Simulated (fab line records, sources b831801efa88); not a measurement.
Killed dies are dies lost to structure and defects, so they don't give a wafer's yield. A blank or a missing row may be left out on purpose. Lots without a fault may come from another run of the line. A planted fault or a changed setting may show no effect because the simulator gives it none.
Problem report in the 8D (eight disciplines) form, filled by code | flow gf180mcu | the parts of the form that need people (team, actions taken, sign-off) are left out

1. THE PROBLEM
cathode_dc_power_W at GF_CONTACT_SPUTTER_23 reads a mean of 3512.4 W on 2 wafers of 2 lots; wafers without a fault read 3999.9 W with a standard deviation of 0.76. That is -99 or more standard deviations from the usual mean.
The step: material TiN, target thk 10 nm, time 40 s.
First seen on wafer L263.2, day 19 01:39, on pvd_sputter-02. The record holds 42 wafers of 14 lots with a number at this step. Rule for "out", or "out of limits": more than 4 standard deviations from the usual mean. The other wafers with a number count as sound.

2. WHAT IT IS AND WHAT IT IS NOT
question                    | is                 | is not
which readings at this step | cathode_dc_power_W | -
which lots                  | L263, L264         | L255, L256, L257, L258, L262, L270, L271, L272, L275, L276, L277, L278
which wafers of those lots  | L263.2, L264.4     | L263.3, L263.4, L264.1, L264.3
read on which tools         | pvd_sputter-02     | pvd_sputter-01, pvd_sputter-03
when                        | from day 19 01:39  | up to then (17 sound wafers); but 23 sound wafers of L264, L270, L271, L272, L275, L276, L277, L278 came after

3. SUSPECTS, AND WHAT RULES EACH OUT
Counting: a tool at a process step up to the reading stays a suspect if it ran every lot that is out. Sound lots after the first of them don't rule it out here, since some wafers of a struck lot are sound.
- pvd_sputter-02 at GF_CONTACT_SPUTTER_23 (material TiN, target thk 10 nm, time 40 s): kept. It ran every lot that is out, first L263 (day 19 01:39); its last sound lot up to then is L258 (day 17 03:36). Its own readings are out on those wafers: cathode_dc_power_W.
Left after counting: pvd_sputter-02 at GF_CONTACT_SPUTTER_23.

4. THE CAUSE (what the simulator had put in)
Process parameter drift: pvd_sputter-02, from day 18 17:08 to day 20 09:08, at GF_CONTACT_SPUTTER_23. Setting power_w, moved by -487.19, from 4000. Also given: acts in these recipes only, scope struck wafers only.
Counting left only this tool.

5. THE CHAIN OF EFFECTS, in route order
Each row: a reading whose mean over the struck wafers that have a number lies more than 3 standard deviations from the usual. Only readings for which the record gives a usual standard deviation are gone through. hours: the time from each lot's start at the first step in this table that gives one to its start at this step, as a median over the lots. sigmas: the change in usual standard deviations.
hours | step                  | reading            | usual    | on struck wafers | change | sigmas
0     | GF_CONTACT_SPUTTER_23 | cathode_dc_power_W | 3999.9 W | 3512.4           | -487.5 | -99 or more
The process steps in it:
- GF_CONTACT_SPUTTER_23: material TiN, target thk 10 nm, time 40 s.
Later measuring or inspecting steps at which every struck wafer that the step has a row for has a number for every such reading, and none has moved that far: GF_M3_RS_MEAS_05, GF_M3_CD_MEAS_14, GF_V3_THK_MEAS_03.

6. WHAT WOULD HAVE CAUGHT IT SOONER
In this record the first reading out of limits was taken at day 19 01:39, 9 hours after the fault began at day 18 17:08.
